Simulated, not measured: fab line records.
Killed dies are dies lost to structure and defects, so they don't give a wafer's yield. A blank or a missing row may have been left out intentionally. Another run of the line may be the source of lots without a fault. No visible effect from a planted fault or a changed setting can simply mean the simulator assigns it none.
Which tool was responsible?	flow gf180mcu	6 lots with 18 wafers sampled at 2 steps, on a route of 602 steps

== WHAT THE GAUGES SHOWED, per wafer ==
GF_VT_IMPLANT_OVL_MEAS_18.
lot	measured	on	VT_IMPLANT_01_OVL (nm)
L497	day 5 19:15	overlay-02	-1.9 -0.6 0.2
L499	day 6 06:58	overlay-01	0.1 1.6 -1.3
L501	day 6 22:17	overlay-02	-0.5 0.5 -1.4
L506	day 9 02:25	overlay-01	1.2 0.3 1.4
L514	day 11 03:43	overlay-01	-0.5 0.3 0.5
L517	day 11 19:56	overlay-01	-0.4 -0.7 -0.4

== EACH LOT AND THE TOOL THAT RAN IT (in order: tool; ch and the chambers of the sampled wafers; start) ==
lot	GF_MVPSD_IMPLANT_08
L497	implanter-03 ch 0, day 4 14:32
L499	implanter-04 ch 0, day 5 00:33
L501	implanter-02 ch 0, day 5 14:36
L506	implanter-02 ch 0, day 7 16:18
L514	implanter-04 ch 0, day 9 15:35
L517	implanter-03 ch 0, day 10 06:33
- GF_MVPSD_IMPLANT_08

== THE ANSWER, worked out from the rows above alone ==
Rule: the lots themselves supply what counts as usual. The widest of any qualifying gaps counts: lots, ordered by their means at a reading, are off when they make up no more than a third of the lots, leave a main group of 4 or more, and stand apart from it by 3 or more times the standard deviation of that group's means. The tables above print the reading to a certain number of digits; a main group whose means all agree to those digits is not used. A lot without any number at a reading at which 4 lots or more have one is off too. The other lots that the step has rows for count as sound.
Nothing can be told from this: no lot is off at any reading shown.

== WHAT HAD BEEN PUT IN BY THE SIMULATOR ==
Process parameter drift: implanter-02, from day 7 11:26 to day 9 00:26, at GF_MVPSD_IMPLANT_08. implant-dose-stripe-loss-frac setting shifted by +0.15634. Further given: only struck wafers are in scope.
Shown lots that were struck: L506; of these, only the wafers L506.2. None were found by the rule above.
